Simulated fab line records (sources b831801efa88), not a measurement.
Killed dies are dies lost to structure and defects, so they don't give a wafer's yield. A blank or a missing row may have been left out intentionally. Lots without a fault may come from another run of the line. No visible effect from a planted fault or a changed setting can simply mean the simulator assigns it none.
8D (eight disciplines) problem report, filled in by code + flow gf180mcu + the parts of the form that need people (team, actions taken, sign-off) are left out

1. WHAT IS WRONG
Wafers without a fault read 12.65 s, standard deviation 0.035; strip-time-to-endpoint-s at GF_DUAL_GATE_STRIP_13 reads a mean of 13.59 s on 3 wafers belonging to 3 lots. That puts it +27 standard deviations away from the usual mean.
The step: strips in O2/N2.
First observed at day 10 23:28: wafer L593.3, on plasma-asher-02. The record holds 37 wafers of 13 lots with a number at this step. Rule for "out" (also "out of limits"): further than 4 standard deviations from the usual mean. All remaining wafers that have a number are taken as sound.

2. WHAT IT IS, WHAT IT ISN'T
| question                    | is                               | is not                                                                                                   |
|-----------------------------|----------------------------------|----------------------------------------------------------------------------------------------------------|
| which readings at this step | strip-time-to-endpoint-s         | drypump-motor-current-A, heater-power-w, oes-product-au                                                  |
| which lots                  | L593, L596, L598                 | L585, L586, L587, L588, L589, L600, L602, L603, L604, L607                                               |
| which wafers of those lots  | L593.3, L596.3, L598.3           | L593.5, L593.6, L596.5, L598.5                                                                           |
| read on which tools         | plasma-asher-02, plasma-asher-03 | plasma-asher-04                                                                                          |
| when                        | from day 10 23:28                | up to then (17 sound wafers); but 17 sound wafers of L596, L598, L600, L602, L603, L604, L607 came after |

3. WHAT RULES OUT EACH SUSPECT
Counting: if a tool at a process step up to the reading ran every lot that is out, it stays a suspect. Sound lots after the first of them don't rule it out here, since some wafers of a struck lot are sound.
- litho-track-03 at GF_DUAL_GATE_COAT_06 (resist thk 1000 nm): kept. Every lot that is out went through it, the first being L593 (day 10 13:25); the last sound lot it ran before that was L588 (day 9 03:19).
The count leaves litho-track-03 at GF_DUAL_GATE_COAT_06.

4. THE CAUSE (what the simulator had put in)
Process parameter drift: litho-track-03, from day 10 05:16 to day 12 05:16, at GF_DUAL_GATE_COAT_06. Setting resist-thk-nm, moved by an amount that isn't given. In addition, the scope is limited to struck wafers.
Only this tool survived the counting.

5. SEQUENCE OF EFFECTS, ordered by route
Each row: a reading where the mean over the struck wafers with a number is more than 3 standard deviations away from the usual. Only readings whose record carries a usual standard deviation are examined. hours: median over the lots of the time between each lot's start at the first step of this table that gives one and its start at this step. sigmas: the change, counted in usual standard deviations.
| hours | step                  | reading                  | usual   | on struck wafers | change | sigmas |
|-------|-----------------------|--------------------------|---------|------------------|--------|--------|
| 0     | GF_DUAL_GATE_STRIP_13 | strip-time-to-endpoint-s | 12.65 s | 13.59            | +0.94  | +27    |
It contains these process steps:
- GF_DUAL_GATE_STRIP_13: strips in O2/N2.
Later measuring or inspecting steps at which every struck wafer that the step has a row for has a number for every such reading, and none has moved that far: GF_HV_LDD_OVL_MEAS_08.

6. WHAT WOULD HAVE CAUGHT IT SOONER
The fault began at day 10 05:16; the first out-of-limits reading in this record came at day 10 23:28, 18 hours later.
Tool readings at GF_DUAL_GATE_COAT_06 with a usual standard deviation given in the record: none out on any struck wafer, hence no alarm at a limit of 4 standard deviations on them.
Among the 3 lots that are out, L596, L598 began GF_DUAL_GATE_COAT_06 on litho-track-03 after day 10 23:28. A hold on the tool at that time would have spared those 2.
